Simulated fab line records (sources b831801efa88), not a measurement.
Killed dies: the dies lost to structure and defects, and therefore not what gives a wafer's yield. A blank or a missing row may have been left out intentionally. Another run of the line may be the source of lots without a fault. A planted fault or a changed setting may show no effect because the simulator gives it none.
fab line records	flow sky130
[record] lots = 12	wafers = 36	lastDay = 50
route steps=708 shown CAP2M@605 METAL4@629 VIA4@639 PAD_OPEN@708
lots with no fault: from the same line, run without faults
startH: hours from the record's opening day to when the first of the lot's shown wafers began	waitH: hours elapsed since this lot's preceding step	" the same as in the row above	L1.1+2: a row that stands for several wafers	- no value present, or no start provided	* or withheld: withheld	< > ~ a bound
route shown NAME@n: names a module that has steps shown in the file, with the first one's number in the route	usual: mean/standard deviation of fault-free wafers	same: alike in all rows	chamber/n: place in a boat	sites: per-site readings	_std_site: standard deviation of those values	_edge_site: outer sites' mean less inner sites'	radiusMm: for every site, how far away it sits from the centre of the wafer	mask NAME#n: copy n	behind: the most recent tool/chamber to have shaped the wafer	hold: what put the lot on hold/how long, in hours/how the hold closed	device: names the non-switching transistor (n, p or np)	end of line: tests run on the same wafers once the route is complete	a step with no rows: only its recipe	killed: at the first sort, the dies lost to defects and structure; wafer yield is something else	map: a wafer's dies, x killed, . not, _ none there
set.NAME: setting as actually run; set.NAME@STEP: the setting as run at that earlier step	model.NAME: the simulator's own value behind a step, which no gauge read
one table for each step of the route and one row for each wafer, over a sample of lots
services: from which hour (startH, from the record's first day; less than 0 if before it) a tool's chamber was out of use, for how many hours, and why
[[steps]]
[step SKY_CAP2M_SPUTTER_02]
[recipe] material = TiN	targetThkNm = 200	tempC = 300	powerW = 6500	timeS = 166.7	chamberPressurePa = 0.4
[usual] throttleValvePct = 30.1/0.87
lot.wafer	tool	chamber	startH	waitH	throttleValvePct
L912.1	pvdSputter-04	-	934.50	0.1	29.4
L912.3	"	-	"	"	31.1
L912.4	"	-	"	"	29.9
L916.4	pvdSputter-01	-	960.61	0.0	29.0
L916.5	"	-	"	"	30.1
L916.6	"	-	"	"	28.7
L917.1	pvdSputter-02	-	971.48	0.1	30.4
L917.4	"	-	"	"	28.2
L917.5	"	-	"	"	29.9
L918.3	pvdSputter-04	-	972.61	0.0	29.9
L918.4	"	-	"	"	29.7
L918.5	"	-	"	"	29.7
L919.1	pvdSputter-02	-	977.32	0.1	28.2
L919.2	"	-	"	"	30.6
L919.5	"	-	"	"	30.7
L920.1	pvdSputter-04	-	986.72	0.1	29.8
L920.2	"	-	"	"	29.7
L920.6	"	-	"	"	29.7
L921.3	pvdSputter-01	-	994.10	0.0	30.1
L921.5	"	-	"	"	30.1
L921.6	"	-	"	"	30.2
L925.1	pvdSputter-02	-	1017.10	0.1	28.4
L925.2	"	-	"	"	30.9
L925.3	"	-	"	"	29.6
L926.1	pvdSputter-04	-	1017.51	0.1	31.0
L926.2	"	-	"	"	31.6
L926.5	"	-	"	"	29.5
L933.1	pvdSputter-02	-	1068.70	0.1	30.1
L933.5	"	-	"	"	28.0
L933.6	"	-	"	"	30.7
L934.1	pvdSputter-02	-	1077.15	0.1	28.5
L934.2	"	-	"	"	30.0
L934.4	"	-	"	"	31.0
L935.3	pvdSputter-02	-	1080.60	0.0	28.4
L935.4	"	-	"	"	30.1
L935.5	"	-	"	"	28.1
[step SKY_METAL4_CD_MEAS_13]
[recipe] targetCdNm = 300
[usual] cdNm = 300.3/1.4
lot.wafer	tool	chamber	startH	waitH	cdNm
L912.1	cdSem-02	-	982.88	-	301.2
L912.3	"	-	"	"	299.8
L912.4	"	-	"	"	301.6
L916.4	cdSem-01	-	1007.71	-	299.1
L916.5	"	-	"	"	299.0
L916.6	"	-	"	"	298.8
L917.1	cdSem-02	-	1018.65	-	300.7
L917.4	"	-	"	"	300.6
L917.5	"	-	"	"	299.9
L918.3	cdSem-02	-	1019.04	-	302.5
L918.4	"	-	"	"	301.5
L918.5	"	-	"	"	301.4
L919.1	cdSem-02	-	1023.50	-	302.5
L919.2	"	-	"	"	302.2
L919.5	"	-	"	"	301.4
L920.1	cdSem-02	-	1032.35	-	299.6
L920.2	"	-	"	"	299.2
L920.6	"	-	"	"	300.9
L921.3	cdSem-02	-	1041.12	-	299.8
L921.5	"	-	"	"	300.2
L921.6	"	-	"	"	299.6
L925.1	cdSem-01	-	1061.03	-	299.4
L925.2	"	-	"	"	299.1
L925.3	"	-	"	"	299.1
L926.1	cdSem-02	-	1061.65	-	300.2
L926.2	"	-	"	"	301.0
L926.5	"	-	"	"	299.3
L933.1	cdSem-02	-	1110.83	-	300.3
L933.5	"	-	"	"	301.6
L933.6	"	-	"	"	301.9
L934.1	cdSem-01	-	1117.90	-	301.8
L934.2	"	-	"	"	302.4
L934.4	"	-	"	"	302.8
L935.3	cdSem-01	-	1121.54	-	300.4
L935.4	"	-	"	"	300.4
L935.5	"	-	"	"	300.9
[step SKY_VIA4_HDPCVD_00]
[recipe] material = SiO2	targetThkNm = 1750	sigmaOpenFrac = 0.3	timeS = 291.7	tempC = 400	sih4FlowSccm = 60	pressureMtorr = 6
[usual] pressureMtorr = 6.001/0.012	runLengthS = 319.7/0.66
lot.wafer	tool	chamber	startH	waitH	pressureMtorr	runLengthS
L912.1	hdpcvd-02	1	983.96	0.0	6.000	319.6
L912.3	"	2	"	"	5.991	320.4
L912.4	"	0	"	"	5.990	319.2
L916.4	hdpcvd-02	2	1008.81	0.1	5.981	319.9
L916.5	"	0	"	"	6.009	318.5
L916.6	"	1	"	"	6.002	319.8
L917.1	hdpcvd-02	0	1019.73	0.0	6.005	319.0
L917.4	"	2	"	"	5.989	320.1
L917.5	"	0	"	"	5.999	318.6
L918.3	hdpcvd-01	2	1020.14	0.0	5.992	320.4
L918.4	"	1	"	"	5.995	319.0
L918.5	"	0	"	"	6.006	319.8
L919.1	hdpcvd-01	2	1024.62	0.0	5.988	320.4
L919.2	"	1	"	"	6.000	319.2
L919.5	"	0	"	"	5.996	319.9
L920.1	hdpcvd-02	1	1033.52	0.0	6.003	320.6
L920.2	"	2	"	"	6.002	320.4
L920.6	"	0	"	"	6.012	319.2
L921.3	hdpcvd-01	1	1042.25	0.0	6.014	319.1
L921.5	"	0	"	"	6.010	319.5
L921.6	"	1	"	"	6.011	319.0
L925.1	hdpcvd-02	1	1062.10	0.0	6.021	319.6
L925.2	"	0	"	"	6.011	319.1
L925.3	"	2	"	"	6.002	320.2
L926.1	hdpcvd-01	0	1062.72	0.0	6.002	320.1
L926.2	"	1	"	"	6.002	319.3
L926.5	"	1	"	"	6.004	318.9
L933.1	hdpcvd-02	2	1111.90	0.0	6.006	319.9
L933.5	"	2	"	"	6.030	320.0
L933.6	"	1	"	"	6.012	319.6
L934.1	hdpcvd-01	0	1118.97	0.0	5.981	340.2
L934.2	"	2	"	"	5.986	320.6
L934.4	"	0	"	"	6.007	340.2
L935.3	hdpcvd-02	2	1122.61	0.0	6.020	319.9
L935.4	"	2	"	"	6.000	320.1
L935.5	"	1	"	"	6.012	319.8
[step SKY_VIA4_THK_MEAS_01]
[recipe] reads = SiO2_of_VIA4_HDPCVD_00
[usual] VIA4_HDPCVD_THK = 1748/16
lot.wafer	tool	chamber	startH	waitH	VIA4_HDPCVD_THK[nm]
L912.1	filmMetro-01	-	984.14	0.1	1746
L912.3	"	-	"	"	1722
L912.4	"	-	"	"	1722
L916.4	filmMetro-03	-	1008.93	0.0	1769
L916.5	"	-	"	"	1749
L916.6	"	-	"	"	1747
L917.1	filmMetro-01	-	1019.91	0.1	1753
L917.4	"	-	"	"	1752
L917.5	"	-	"	"	1752
L918.3	filmMetro-03	-	1020.34	0.1	1733
L918.4	"	-	"	"	1735
L918.5	"	-	"	"	1746
L919.1	filmMetro-04	-	1024.80	0.1	1728
L919.2	"	-	"	"	1739
L919.5	"	-	"	"	1756
L920.1	filmMetro-04	-	1033.70	0.1	1752
L920.2	"	-	"	"	1771
L920.6	"	-	"	"	1769
L921.3	filmMetro-01	-	1042.45	0.1	1733
L921.5	"	-	"	"	1728
L921.6	"	-	"	"	1718
L925.1	filmMetro-03	-	1062.28	0.1	1760
L925.2	"	-	"	"	1748
L925.3	"	-	"	"	1776
L926.1	filmMetro-03	-	1062.90	0.1	1748
L926.2	"	-	"	"	1751
L926.5	"	-	"	"	1758
L933.1	filmMetro-04	-	1112.08	0.1	1725
L933.5	"	-	"	"	1725
L933.6	"	-	"	"	1732
L934.1	filmMetro-04	-	1119.15	0.1	1840
L934.2	"	-	"	"	1733
L934.4	"	-	"	"	1858
L935.3	filmMetro-01	-	1122.81	0.1	1734
L935.4	"	-	"	"	1765
L935.5	"	-	"	"	1739
[step SKY_VIA4_OVL_MEAS_11]
[usual] VIA4_OVL = 0.2/1.3
lot.wafer	tool	chamber	startH	waitH	VIA4_OVL[nm]
L912.1	overlay-01	-	1007.77	0.1	-0.4
L912.3	"	-	"	"	-0.4
L912.4	"	-	"	"	-0.9
L916.4	overlay-02	-	1031.72	0.1	0.6
L916.5	"	-	"	"	-1.1
L916.6	"	-	"	"	-0.4
L917.1	overlay-02	-	1042.82	0.1	2.9
L917.4	"	-	"	"	1.1
L917.5	"	-	"	"	0.9
L918.3	overlay-01	-	1042.96	0.1	-1.6
L918.4	"	-	"	"	-0.9
L918.5	"	-	"	"	-0.1
L919.1	overlay-02	-	1046.87	0.1	-0.4
L919.2	"	-	"	"	-0.7
L919.5	"	-	"	"	1.4
L920.1	overlay-01	-	1055.93	0.1	-1.7
L920.2	"	-	"	"	2.2
L920.6	"	-	"	"	0.8
L921.3	overlay-02	-	1063.89	0.1	1.0
L921.5	"	-	"	"	1.1
L921.6	"	-	"	"	2.4
L925.1	overlay-02	-	1083.80	0.1	-0.5
L925.2	"	-	"	"	-0.3
L925.3	"	-	"	"	-0.3
L926.1	overlay-02	-	1084.43	0.1	0.7
L926.2	"	-	"	"	-0.5
L926.5	"	-	"	"	-0.8
L933.1	overlay-01	-	1131.33	0.1	-0.1
L933.5	"	-	"	"	-1.9
L933.6	"	-	"	"	-0.6
L934.1	overlay-02	-	1138.90	0.1	-0.2
L934.2	"	-	"	"	1.8
L934.4	"	-	"	"	1.8
L935.3	overlay-01	-	1141.39	0.1	1.2
L935.4	"	-	"	"	0.6
L935.5	"	-	"	"	0.0
[step SKY_PAD_OPEN_PROBE_99]
[usual] defectLimitedYield = 82.0/2.1	killed_at_M0_to_M3 = 45/7	killed_at_M4_up = 3.4/1.8	killedAtContacts = 24/5.4	killedAtFrontEnd = 16/4.8	killedAtOther = 0.4/0.62	killedDies = 89/10	killedOpen = 48/7.2	killedShort = 40/6.3	sort_bin_3_pad_short = 0.9/0.39	sort_bin_5_function = 10.7/1.5	sort_bin_6_memory = 6.4/1.1	sortNPass = 403/10	sortYieldPct = 82.0/2.1
[same] grossDies = 492	killedAtBackSide = 0	sort_bin_4_leakage[%] = 0	sort_bin_8_speed[%] = 0
lot.wafer	tool	chamber	startH	waitH	defectLimitedYield[%]	killed_at_M0_to_M3	killed_at_M4_up	killedAtContacts	killedAtFrontEnd	killedAtOther	killedDies	killedOpen	killedShort	sort_bin_3_pad_short[%]	sort_bin_5_function[%]	sort_bin_6_memory[%]	sortNPass	sortYieldPct[%]
L912.1	prober-02	-	1079.46	0.1	84.1	36	2	24	16	0	78	51	27	0.8	10.4	4.7	414	84.1
L912.3	prober-02	-	1079.56	0.2	84.8	36	2	25	12	0	75	42	33	0.8	8.9	5.5	417	84.8
L912.4	prober-02	-	1079.61	0.2	84.1	31	4	33	8	2	78	40	37	1.0	8.3	6.5	414	84.1
L916.4	prober-02	-	1102.26	0.2	81.7	53	4	20	13	0	90	37	51	0.8	11.2	6.3	402	81.7
L916.5	prober-02	-	1102.31	0.2	80.7	57	5	16	17	0	95	58	36	0.8	13.4	5.1	397	80.7
L916.6	prober-02	-	1102.36	0.2	82.9	52	2	15	15	0	84	43	40	0.6	10.0	6.5	408	82.9
L917.1	prober-01	-	1112.56	0.1	82.1	36	6	29	17	0	88	46	42	0.2	11.6	6.1	404	82.1
L917.4	prober-01	-	1112.71	0.2	80.9	54	3	25	12	0	94	58	35	0.8	12.8	5.5	398	80.9
L917.5	prober-01	-	1112.76	0.2	80.7	44	2	29	20	0	95	52	43	1.6	10.8	6.9	397	80.7
L918.3	prober-02	-	1112.98	0.2	79.3	51	6	25	20	0	102	60	41	0.8	12.4	7.5	390	79.3
L918.4	prober-02	-	1113.03	0.2	79.7	47	2	21	30	0	100	52	48	1.2	13.0	6.1	392	79.7
L918.5	prober-02	-	1113.08	0.2	81.3	49	5	26	12	0	92	56	35	0	11.0	7.7	400	81.3
L919.1	prober-01	-	1114.06	0.1	80.9	54	4	20	16	0	94	51	42	0.8	8.9	9.3	398	80.9
L919.2	prober-01	-	1114.11	0.1	80.3	56	5	19	17	0	97	51	46	1.0	12.0	6.7	395	80.3
L919.5	prober-01	-	1114.26	0.2	76.4	54	5	29	27	1	116	64	49	0.6	13.2	9.8	376	76.4
L920.1	prober-02	-	1122.82	0.1	79.9	45	8	29	16	1	99	45	52	0.4	12.6	7.1	393	79.9
L920.2	prober-02	-	1122.87	0.1	84.1	35	4	26	11	2	78	44	32	0.8	10.4	4.7	414	84.1
L920.6	prober-02	-	1123.07	0.2	82.9	31	3	32	17	1	84	48	35	0.8	10.2	6.1	408	82.9
L921.3	prober-01	-	1129.47	0.2	82.5	59	3	14	10	0	86	41	45	1.0	10.6	5.9	406	82.5
L921.5	prober-01	-	1129.57	0.2	82.9	41	2	23	18	0	84	42	41	1.6	9.1	6.3	408	82.9
L921.6	prober-01	-	1129.62	0.2	80.9	40	7	33	14	0	94	50	44	0.4	12.4	6.3	398	80.9
L925.1	prober-01	-	1147.98	0.1	84.8	42	3	17	13	0	75	42	33	0.2	9.1	5.9	417	84.8
L925.2	prober-01	-	1148.03	0.1	84.1	41	5	16	16	0	78	35	43	0.2	9.1	6.5	414	84.1
L925.3	prober-01	-	1148.08	0.2	83.5	40	2	28	11	0	81	45	36	1.2	9.3	5.9	411	83.5
L926.1	prober-02	-	1149.97	0.1	85.0	41	1	16	14	2	74	37	37	0.8	10.6	3.7	418	85.0
L926.2	prober-02	-	1150.02	0.1	83.1	41	2	27	13	0	83	45	38	1.0	10.0	5.9	409	83.1
L926.5	prober-02	-	1150.17	0.2	77.8	49	6	37	17	0	109	53	54	1.4	14.0	6.7	383	77.8
L933.1	prober-01	-	1188.09	0.1	78.3	57	1	38	11	0	107	61	45	1.2	12.4	8.1	385	78.3
L933.5	prober-01	-	1188.29	0.2	82.1	50	3	19	16	0	88	47	41	1.0	11.2	5.7	404	82.1
L933.6	prober-01	-	1188.34	0.2	83.5	32	3	25	21	0	81	38	43	0.2	8.5	7.7	411	83.5
L934.1	prober-02	-	1193.86	0.1	86.4	32	4	12	19	0	67	36	31	0.2	7.9	5.5	425	86.4
L934.2	prober-02	-	1193.91	0.1	83.1	35	4	31	11	2	83	40	41	0.6	10.8	5.5	409	83.1
L934.4	prober-02	-	1194.01	0.2	83.1	40	6	20	15	2	83	45	37	0.6	10.2	6.1	409	83.1
L935.3	prober-01	-	1196.27	0.2	83.1	45	5	20	13	0	83	44	39	1.2	9.3	6.3	409	83.1
L935.4	prober-01	-	1196.32	0.2	81.3	47	1	30	14	0	92	54	38	0.6	11.8	6.3	400	81.3
L935.5	prober-01	-	1196.37	0.2	83.1	37	6	24	16	0	83	47	36	0.8	11.4	4.7	409	83.1
// killed by level:class
L912.1 CONTACT:geometricParticle:open=12 VIA2:geometricParticle:open=9 LI_CONTACT:geometricParticle:open=7 VIA1:geometricParticle:open=7 VIA3:geometricParticle:open=5 FIELD_ISO:geometricParticle:short=4 VIA1:geometricParticle:short=4 METAL2:geometricParticle:short=4
L912.3 CONTACT:geometricParticle:open=11 VIA2:geometricParticle:open=7 VIA1:geometricParticle:open=6 LI_CONTACT:geometricParticle:open=5 CONTACT:geometricParticle:short=5 METAL1:geometricParticle:short=5 POLY_GATE:geometricParticle:open=3 POLY_GATE:geometricParticle:short=3
L912.4 LI_CONTACT:geometricParticle:open=9 CONTACT:geometricParticle:open=8 CONTACT:geometricParticle:short=8 METAL2:geometricParticle:short=7 VIA1:geometricParticle:open=7 LOCAL_INTERCONNECT:geometricParticle:short=6 VIA2:geometricParticle:open=5 SPACER:geometricParticle:open=4
L916.4 VIA1:geometricParticle:short=13 VIA1:geometricParticle:open=9 CONTACT:geometricParticle:open=7 METAL3:geometricParticle:short=7 LI_CONTACT:geometricParticle:open=6 METAL1:geometricParticle:short=6 METAL2:geometricParticle:short=5 VIA3:geometricParticle:short=4
L916.5 VIA1:geometricParticle:open=13 VIA2:geometricParticle:open=9 CONTACT:geometricParticle:open=8 METAL1:geometricParticle:short=7 FIELD_ISO:geometricParticle:open=6 METAL2:geometricParticle:short=6 VIA3:geometricParticle:open=6 METAL4:geometricParticle:short=4
L916.6 VIA1:geometricParticle:open=17 METAL1:geometricParticle:short=9 VIA3:geometricParticle:open=7 POLY_GATE:geometricParticle:short=6 CONTACT:geometricParticle:open=6 FIELD_ISO:geometricParticle:short=5 METAL3:geometricParticle:short=4 POLY_GATE:geometricParticle:open=3
L917.1 CONTACT:geometricParticle:open=11 LI_CONTACT:geometricParticle:open=9 FIELD_ISO:geometricParticle:short=8 METAL1:geometricParticle:short=7 VIA1:geometricParticle:short=6 POLY_GATE:geometricParticle:open=5 CONTACT:geometricParticle:short=4 VIA1:geometricParticle:open=4
L917.4 VIA1:geometricParticle:open=18 CONTACT:geometricParticle:open=12 VIA1:geometricParticle:short=7 METAL2:geometricParticle:short=6 VIA3:geometricParticle:open=5 LI_CONTACT:geometricParticle:open=4 LOCAL_INTERCONNECT:geometricParticle:short=4 METAL1:geometricParticle:short=4
L917.5 CONTACT:geometricParticle:open=11 CONTACT:geometricParticle:short=9 METAL2:geometricParticle:short=8 VIA3:geometricParticle:open=7 VIA1:geometricParticle:open=7 VIA1:geometricParticle:short=6 FIELD_ISO:geometricParticle:open=5 POLY_GATE:geometricParticle:short=5
L918.3 CONTACT:geometricParticle:open=13 VIA3:geometricParticle:open=11 VIA1:geometricParticle:open=10 METAL2:geometricParticle:short=6 VIA2:geometricParticle:open=6 POLY_GATE:geometricParticle:open=5 METAL1:geometricParticle:short=5 METAL3:geometricParticle:short=5
L918.4 VIA1:geometricParticle:open=12 POLY_GATE:geometricParticle:short=11 POLY_GATE:geometricParticle:open=8 LI_CONTACT:geometricParticle:open=8 VIA2:geometricParticle:short=6 VIA3:geometricParticle:open=6 CONTACT:geometricParticle:open=5 FIELD_ISO:geometricParticle:short=4
L918.5 CONTACT:geometricParticle:open=14 VIA1:geometricParticle:open=14 VIA2:geometricParticle:open=10 METAL1:geometricParticle:short=8 METAL2:geometricParticle:short=7 CONTACT:geometricParticle:short=6 LI_CONTACT:geometricParticle:open=5 FIELD_ISO:geometricParticle:open=3
L919.1 VIA1:geometricParticle:open=12 VIA2:geometricParticle:open=11 CONTACT:geometricParticle:open=8 VIA3:geometricParticle:open=8 POLY_GATE:geometricParticle:short=5 METAL2:geometricParticle:short=5 SPACER:geometricParticle:short=4 LI_CONTACT:geometricParticle:open=4
L919.2 METAL1:geometricParticle:short=15 VIA1:geometricParticle:open=11 CONTACT:geometricParticle:open=7 VIA2:geometricParticle:open=7 POLY_GATE:geometricParticle:open=6 VIA3:geometricParticle:open=6 CONTACT:geometricParticle:short=5 METAL1:geometricParticle:open=5
L919.5 VIA1:geometricParticle:open=13 CONTACT:geometricParticle:open=10 VIA2:geometricParticle:open=10 POLY_GATE:geometricParticle:short=8 VIA3:geometricParticle:open=7 METAL2:geometricParticle:short=6 METAL1:geometricParticle:short=6 FIELD_ISO:geometricParticle:open=5
L920.1 VIA1:geometricParticle:open=12 VIA3:geometricParticle:open=9 LOCAL_INTERCONNECT:geometricParticle:short=8 CONTACT:geometricParticle:short=6 METAL3:geometricParticle:short=6 METAL4:geometricParticle:short=6 FIELD_ISO:geometricParticle:open=5 LI_CONTACT:geometricParticle:short=5
L920.2 CONTACT:geometricParticle:open=11 VIA1:geometricParticle:open=11 LI_CONTACT:geometricParticle:open=8 METAL1:geometricParticle:short=8 METAL2:geometricParticle:short=6 FIELD_ISO:geometricParticle:short=3 POLY_GATE:geometricParticle:short=3 LI_CONTACT:geometricParticle:short=3
L920.6 CONTACT:geometricParticle:open=13 LOCAL_INTERCONNECT:geometricParticle:short=8 VIA1:geometricParticle:open=7 LI_CONTACT:geometricParticle:open=7 FIELD_ISO:geometricParticle:open=5 METAL1:geometricParticle:short=5 POLY_GATE:geometricParticle:short=4 METAL2:geometricParticle:short=4
L921.3 VIA1:geometricParticle:open=13 METAL2:geometricParticle:short=9 VIA2:geometricParticle:open=8 VIA1:geometricParticle:short=7 VIA3:geometricParticle:open=6 CONTACT:geometricParticle:short=5 METAL3:geometricParticle:short=5 CONTACT:geometricParticle:open=4
L921.5 VIA1:geometricParticle:open=9 VIA2:geometricParticle:open=7 CONTACT:geometricParticle:short=7 LI_CONTACT:geometricParticle:open=5 VIA1:geometricParticle:short=5 FIELD_ISO:geometricParticle:short=4 POLY_GATE:geometricParticle:short=4 CONTACT:geometricParticle:open=4
L921.6 CONTACT:geometricParticle:open=13 VIA1:geometricParticle:open=12 LOCAL_INTERCONNECT:geometricParticle:short=9 METAL2:geometricParticle:short=6 FIELD_ISO:geometricParticle:open=5 METAL4:geometricParticle:short=5 LI_CONTACT:geometricParticle:open=4 CONTACT:geometricParticle:short=4
L925.1 VIA1:geometricParticle:open=14 METAL1:geometricParticle:short=6 CONTACT:geometricParticle:open=6 VIA2:geometricParticle:short=5 VIA3:geometricParticle:open=5 FIELD_ISO:geometricParticle:open=4 VIA2:geometricParticle:open=4 FIELD_ISO:geometricParticle:short=3
L925.2 VIA1:geometricParticle:open=9 METAL2:geometricParticle:short=7 METAL1:geometricParticle:short=6 METAL4:geometricParticle:short=5 FIELD_ISO:geometricParticle:short=4 POLY_GATE:geometricParticle:open=4 LI_CONTACT:geometricParticle:open=4 CONTACT:geometricParticle:open=4
L925.3 CONTACT:geometricParticle:open=11 VIA1:geometricParticle:open=11 VIA1:geometricParticle:short=9 LI_CONTACT:geometricParticle:open=6 LOCAL_INTERCONNECT:geometricParticle:short=6 FIELD_ISO:geometricParticle:short=4 VIA2:geometricParticle:open=4 VIA3:geometricParticle:open=3
L926.1 METAL2:geometricParticle:short=8 METAL1:geometricParticle:short=7 VIA1:geometricParticle:open=7 LI_CONTACT:geometricParticle:open=6 FIELD_ISO:geometricParticle:open=5 CONTACT:geometricParticle:open=5 VIA1:geometricParticle:short=4 VIA3:geometricParticle:open=4
L926.2 VIA1:geometricParticle:open=13 CONTACT:geometricParticle:open=12 CONTACT:geometricParticle:short=6 VIA3:geometricParticle:open=6 VIA1:geometricParticle:short=5 FIELD_ISO:geometricParticle:short=4 POLY_GATE:geometricParticle:open=4 LI_CONTACT:geometricParticle:open=4
L926.5 CONTACT:geometricParticle:open=12 VIA1:geometricParticle:short=10 VIA1:geometricParticle:open=10 LI_CONTACT:geometricParticle:open=7 VIA3:geometricParticle:open=6 LOCAL_INTERCONNECT:geometricParticle:short=6 CONTACT:geometricParticle:short=6 METAL4:geometricParticle:short=6
L933.1 CONTACT:geometricParticle:open=15 VIA1:geometricParticle:open=12 METAL1:geometricParticle:short=10 VIA3:geometricParticle:open=10 LI_CONTACT:geometricParticle:open=7 METAL2:geometricParticle:short=7 VIA2:geometricParticle:open=7 CONTACT:geometricParticle:short=6
L933.5 VIA1:geometricParticle:open=13 VIA1:geometricParticle:short=7 LI_CONTACT:geometricParticle:open=7 METAL1:geometricParticle:short=7 FIELD_ISO:geometricParticle:open=6 VIA2:geometricParticle:open=6 FIELD_ISO:geometricParticle:short=5 CONTACT:geometricParticle:open=5
L933.6 CONTACT:geometricParticle:open=13 VIA1:geometricParticle:open=7 CONTACT:geometricParticle:short=6 VIA2:geometricParticle:open=6 METAL2:geometricParticle:short=6 FIELD_ISO:geometricParticle:short=5 SPACER:geometricParticle:short=5 METAL1:geometricParticle:short=5
L934.1 VIA1:geometricParticle:open=9 VIA1:geometricParticle:short=5 FIELD_ISO:geometricParticle:open=4 POLY_GATE:geometricParticle:open=4 LOCAL_INTERCONNECT:geometricParticle:short=4 CONTACT:geometricParticle:open=4 METAL1:geometricParticle:open=4 METAL2:geometricParticle:short=4
L934.2 CONTACT:geometricParticle:open=8 LI_CONTACT:geometricParticle:open=7 VIA3:geometricParticle:open=7 LOCAL_INTERCONNECT:geometricParticle:short=6 CONTACT:geometricParticle:short=6 METAL2:geometricParticle:short=5 VIA2:geometricParticle:open=5 POLY_GATE:geometricParticle:open=4
L934.4 VIA3:geometricParticle:open=12 CONTACT:geometricParticle:open=8 VIA1:geometricParticle:open=7 POLY_GATE:geometricParticle:open=5 LI_CONTACT:geometricParticle:open=5 CONTACT:geometricParticle:short=4 METAL1:geometricParticle:short=4 VIA3:geometricParticle:short=4
L935.3 VIA1:geometricParticle:open=10 LI_CONTACT:geometricParticle:open=8 VIA2:geometricParticle:open=7 VIA2:geometricParticle:short=6 CONTACT:geometricParticle:open=5 VIA1:geometricParticle:short=5 FIELD_ISO:geometricParticle:short=4 METAL2:geometricParticle:short=4
L935.4 CONTACT:geometricParticle:open=13 VIA1:geometricParticle:open=12 VIA2:geometricParticle:open=10 CONTACT:geometricParticle:short=7 VIA1:geometricParticle:short=6 LI_CONTACT:geometricParticle:open=5 VIA3:geometricParticle:open=5 FIELD_ISO:geometricParticle:short=4
L935.5 VIA1:geometricParticle:open=14 CONTACT:geometricParticle:open=7 CONTACT:geometricParticle:short=7 FIELD_ISO:geometricParticle:open=6 LI_CONTACT:geometricParticle:open=5 METAL4:geometricParticle:short=5 POLY_GATE:geometricParticle:short=4 VIA2:geometricParticle:open=4
[[services]]
tool	chamber	startH	hours	kind
pvdSputter-02	-	931.93	4.5	repair
hdpcvd-01	-	950.25	15.0	pm
hdpcvd-01	0	950.25	15.0	ventCycle
hdpcvd-01	1	950.25	15.0	ventCycle
hdpcvd-01	2	950.25	15.0	ventCycle
hdpcvd-01	2	958.60	2.0	repair
pvdSputter-04	0	960.80	-	consumableReplace:kit
pvdSputter-04	0	960.80	18.0	scheduledDown
pvdSputter-04	0	960.80	18.0	ventCycle
hdpcvd-01	0	965.25	-	clean
hdpcvd-01	1	965.25	-	clean
hdpcvd-01	2	965.25	-	clean
hdpcvd-02	-	965.25	14.6	pm
pvdSputter-04	-	993.37	5.6	repair
pvdSputter-01	-	1001.97	5.4	repair
pvdSputter-02	3	1014.53	-	consumableReplace:kit
pvdSputter-02	3	1014.53	18.0	scheduledDown
pvdSputter-02	3	1014.53	18.0	ventCycle
pvdSputter-01	3	1017.02	-	consumableReplace:kit
pvdSputter-01	-	1094.26	27.8	repair
pvdSputter-04	3	1103.41	-	consumableReplace:kit
pvdSputter-04	3	1103.41	18.0	scheduledDown
pvdSputter-04	3	1103.41	18.0	ventCycle
pvdSputter-01	-	1110.70	6.3	repair
[[key]]
[firstSign] step = SKY_VIA4_HDPCVD_00	reading = runLengthS	direction = up	sigmas = 31	usual = *	struck = *
[effect] step = SKY_VIA4_THK_MEAS_01	reading = VIA4_HDPCVD_THK	direction = up	sigmas = 6.1	usual = 1748	struck = 1849
metAt SKY_VIA4_HDPCVD_00
struckLots L934
struckWafers L934.1,L934.4
notActingAt SKY_CAP2M_SPUTTER_02,SKY_METAL4_CD_MEAS_13,SKY_VIA4_OVL_MEAS_11
onsetBetween 1062.72 1118.97
[fault] kind = processParameterDrift	tool = hdpcvd-01	chamber = 0	onsetH = 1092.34	steps = SKY_VIA4_HDPCVD_00	channel = timeS	offset = *	shape = step	endH = 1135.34	actsIn = *	stated = *
